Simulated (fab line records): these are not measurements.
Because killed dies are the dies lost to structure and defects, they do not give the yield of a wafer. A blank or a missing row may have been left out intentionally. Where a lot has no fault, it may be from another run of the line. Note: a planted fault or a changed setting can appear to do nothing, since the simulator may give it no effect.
What tool caused it? + flow gf180mcu + 13 lots, 39 wafers sampled, at 6 steps of a route of 602

WHAT EACH GAUGE READ, for each wafer
GF_MVSD_TW_MEAS_11.
| lot  | measured     | on            | MVSD_TW        |
|------|--------------|---------------|----------------|
| L386 | day 4 10:23  | film metro-02 | 1594 1583 1580 |
| L387 | day 4 16:32  | film metro-03 | 1563 1560 1562 |
| L388 | day 4 21:24  | film metro-03 | 1565 1572 1555 |
| L389 | day 5 02:58  | film metro-03 | 1558 1557 1560 |
| L390 | day 5 11:26  | film metro-03 | 1566 1563 1560 |
| L391 | day 5 14:19  | film metro-03 | 1574 1567 1558 |
| L392 | day 5 20:38  | film metro-04 | 1589 1597 1589 |
| L393 | day 6 04:44  | film metro-04 | 1594 1602 1598 |
| L394 | day 6 07:16  | film metro-03 | 1567 1566 1558 |
| L396 | day 6 19:33  | film metro-04 | 1609 1601 1605 |
| L398 | day 7 08:06  | film metro-04 | 1597 1589 1597 |
| L399 | day 7 13:02  | film metro-03 | 1564 1565 1575 |
| L408 | day 10 02:08 | film metro-02 | 1582 1588 1579 |

GF_HV_LDD_CD_MEAS_07: target cd 400 nm.
| lot  | measured     | on        | cd nm (nm)        |
|------|--------------|-----------|-------------------|
| L386 | day 9 22:22  | cd sem-01 | 398.8 401.3 400.6 |
| L387 | day 10 03:16 | cd sem-02 | 398.7 397.9 400.0 |
| L388 | day 10 12:02 | cd sem-01 | 402.1 402.8 400.8 |
| L389 | day 10 16:08 | cd sem-02 | 397.3 398.4 395.0 |
| L390 | day 11 02:07 | cd sem-02 | 398.2 400.3 400.8 |
| L391 | day 11 08:50 | cd sem-01 | 402.4 399.9 400.4 |
| L392 | day 11 23:03 | cd sem-01 | 399.3 401.1 400.8 |
| L393 | day 12 09:11 | cd sem-01 | 399.2 400.3 401.9 |
| L394 | day 12 13:38 | cd sem-02 | 397.8 398.8 396.8 |
| L396 | day 13 03:26 | cd sem-02 | 400.1 399.2 401.2 |
| L398 | day 13 20:14 | cd sem-01 | 408.8 408.6 406.5 |
| L399 | day 14 04:23 | cd sem-02 | 408.9 407.8 409.1 |
| L408 | day 17 01:50 | cd sem-01 | 401.0 399.5 401.1 |

GF_SAB_CD_MEAS_09: target cd 420 nm.
| lot  | measured     | on        | cd nm (nm)        |
|------|--------------|-----------|-------------------|
| L386 | day 14 21:28 | cd sem-01 | 420.7 422.3 421.9 |
| L387 | day 15 04:38 | cd sem-02 | 420.8 421.7 418.4 |
| L388 | day 15 16:34 | cd sem-01 | 420.7 420.4 421.0 |
| L389 | day 15 21:40 | cd sem-02 | 419.6 421.5 421.3 |
| L390 | day 16 07:11 | cd sem-02 | 422.1 420.6 418.1 |
| L391 | day 16 16:01 | cd sem-02 | 415.2 417.5 416.4 |
| L392 | day 17 08:43 | cd sem-01 | 420.2 419.7 418.8 |
| L393 | day 17 21:58 | cd sem-01 | 417.7 417.8 419.2 |
| L394 | day 18 03:11 | cd sem-02 | 418.9 418.1 418.1 |
| L396 | day 18 19:53 | cd sem-01 | 422.1 417.5 420.7 |
| L398 | day 19 15:50 | cd sem-01 | 425.9 423.0 422.9 |
| L399 | day 20 02:20 | cd sem-02 | 421.1 420.0 421.0 |
| L408 | day 23 06:12 | cd sem-01 | 423.8 423.9 423.1 |

EACH LOT AND THE TOOL THAT RAN IT (in order: tool; ch and the chambers of the sampled wafers; start)
| lot  | GF_VT_IMPLANT_RTA_45             | GF_HV_LDD_COAT_02                 | GF_HV_LDD_STRIP_10                   |
|------|----------------------------------|-----------------------------------|--------------------------------------|
| L386 | rtp anneal-01 ch 0, day 7 10:31  | litho track-01 ch 0, day 9 13:07  | plasma asher-03 ch 0,1, day 9 22:39  |
| L387 | rtp anneal-02 ch 0, day 7 17:27  | litho track-02 ch 0, day 9 18:34  | plasma asher-01 ch 0,1, day 10 03:33 |
| L388 | rtp anneal-01 ch 0, day 8 00:10  | litho track-02 ch 0, day 10 02:56 | plasma asher-04 ch 0,1, day 10 12:21 |
| L389 | rtp anneal-02 ch 0, day 8 05:23  | litho track-04 ch 0, day 10 06:54 | plasma asher-04 ch 0,1, day 10 16:27 |
| L390 | rtp anneal-02 ch 0, day 8 14:49  | litho track-02 ch 0, day 10 16:40 | plasma asher-03 ch 0,1, day 11 02:24 |
| L391 | rtp anneal-01 ch 0, day 8 20:31  | litho track-02 ch 0, day 10 23:56 | plasma asher-01 ch 0,1, day 11 09:09 |
| L392 | rtp anneal-02 ch 0, day 9 03:59  | litho track-01 ch 0, day 11 13:34 | plasma asher-01 ch 0, day 11 23:20   |
| L393 | rtp anneal-02 ch 0, day 9 14:34  | litho track-02 ch 0, day 11 23:20 | plasma asher-03 ch 0,1, day 12 09:30 |
| L394 | rtp anneal-01 ch 0, day 9 17:56  | litho track-02 ch 0, day 12 03:56 | plasma asher-03 ch 0,1, day 12 13:56 |
| L396 | rtp anneal-02 ch 0, day 10 07:35 | litho track-01 ch 0, day 12 17:47 | plasma asher-03 ch 0,1, day 13 03:45 |
| L398 | rtp anneal-02 ch 0, day 10 21:19 | litho track-02 ch 0, day 13 09:29 | plasma asher-01 ch 0,1, day 13 20:33 |
| L399 | rtp anneal-01 ch 0, day 11 05:07 | litho track-02 ch 0, day 13 17:53 | plasma asher-04 ch 0,1, day 14 04:41 |
| L408 | rtp anneal-01 ch 0, day 14 01:47 | litho track-02 ch 0, day 16 14:35 | plasma asher-03 ch 0,1, day 17 02:08 |
- GF_VT_IMPLANT_RTA_45: time 30 s.
- GF_HV_LDD_COAT_02: resist thk 1000 nm.
- GF_HV_LDD_STRIP_10: strips in O2/N2.

WHAT THE TOOLS THEMSELVES READ (means of the sampled wafers that have a number; where no wafer has one, the mark that the record gives instead)
GF_VT_IMPLANT_RTA_45.
| lot  | tool          | chamber o2 ppm | lamp power pct (%) | wafer_temp_C_max |
|------|---------------|----------------|--------------------|------------------|
| L386 | rtp anneal-01 | 2.027          | 35.8               | 1054.5           |
| L387 | rtp anneal-02 | 2.001          | 38.2               | 1052.6           |
| L388 | rtp anneal-01 | 2.025          | 35.7               | 1055.2           |
| L389 | rtp anneal-02 | 2.004          | 38.2               | 1052.9           |
| L390 | rtp anneal-02 | 2.023          | 38.1               | 1053.6           |
| L391 | rtp anneal-01 | 1.994          | 35.8               | 1055.2           |
| L392 | rtp anneal-02 | 1.971          | 38.2               | 1052.8           |
| L393 | rtp anneal-02 | 2.034          | 38.2               | 1053.5           |
| L394 | rtp anneal-01 | 2.001          | 35.8               | 1054.8           |
| L396 | rtp anneal-02 | 1.991          | 38.1               | 1052.7           |
| L398 | rtp anneal-02 | 2.004          | 38.2               | 1053.2           |
| L399 | rtp anneal-01 | 2.025          | 35.8               | 1055.1           |
| L408 | rtp anneal-01 | 1.997          | 35.8               | 1054.5           |

GF_HV_LDD_STRIP_10.
| lot  | tool            | drypump motor current A (A) | heater power w (W) | oes product au (a.u.) | platen temp c (C) | strip time to endpoint s (s) |
|------|-----------------|-----------------------------|--------------------|-----------------------|-------------------|------------------------------|
| L386 | plasma asher-03 | 6.2                         | 313                | 0.715                 | 250.13            | 12.63                        |
| L387 | plasma asher-01 | 5.9                         | 337                | 0.718                 | 250.13            | 12.61                        |
| L388 | plasma asher-04 | 5.7                         | 314                | 0.721                 | 250.11            | 12.60                        |
| L389 | plasma asher-04 | 5.9                         | 325                | 0.717                 | 249.77            | 12.64                        |
| L390 | plasma asher-03 | 6.3                         | 301                | 0.714                 | 250.03            | 12.64                        |
| L391 | plasma asher-01 | 5.9                         | 339                | 0.719                 | 250.01            | 12.63                        |
| L392 | plasma asher-01 | 5.8                         | 367                | 0.720                 | 249.98            | 12.59                        |
| L393 | plasma asher-03 | 6.3                         | 297                | 0.715                 | 250.11            | 12.63                        |
| L394 | plasma asher-03 | 6.3                         | 302                | 0.714                 | 250.20            | 12.62                        |
| L396 | plasma asher-03 | 6.3                         | 302                | 0.715                 | 249.80            | 12.64                        |
| L398 | plasma asher-01 | 5.9                         | 331                | 0.720                 | 249.99            | 12.04                        |
| L399 | plasma asher-04 | 5.7                         | 317                | 0.718                 | 249.98            | 12.00                        |
| L408 | plasma asher-03 | 6.2                         | 316                | 0.712                 | 250.00            | 12.59                        |

THE ANSWER, worked out from the rows above alone
Rule: the lots themselves supply what counts as usual. Put in order of their means at a reading, lots are off if they are a third of the lots or fewer, leave a main group of 4 or more, and stand apart from it by a gap of 3 or more times the standard deviation of the main group's means; of several such gaps the widest counts. The tables above print the reading to a certain number of digits; a main group whose means all agree to those digits is not used. A lot without any number at a reading at which 4 lots or more have one is off too. Any other lot the step has rows for is counted as sound. First the gauges in route order, then the tools' own readings, where a lot's mean is used as printed above. The first step at which some lot is off is used, and at that step the reading that is off furthest; a lot without a number counts as furthest.
Off at GF_HV_LDD_CD_MEAS_07 (cd nm): L398, L399. For the main group the mean is 399.8 nm and the standard deviation 1.4.
A tool fits if, at a process step before that reading, it ran every lot that is off, and no sound lot after the first of them. The gauges at GF_HV_LDD_CD_MEAS_07 aren't tried: what is off there is off at GF_HV_LDD_STRIP_10 too, on other tools, and a gauge's error can't cause that. None of those tried fits.

WHAT THE SIMULATOR PUT IN
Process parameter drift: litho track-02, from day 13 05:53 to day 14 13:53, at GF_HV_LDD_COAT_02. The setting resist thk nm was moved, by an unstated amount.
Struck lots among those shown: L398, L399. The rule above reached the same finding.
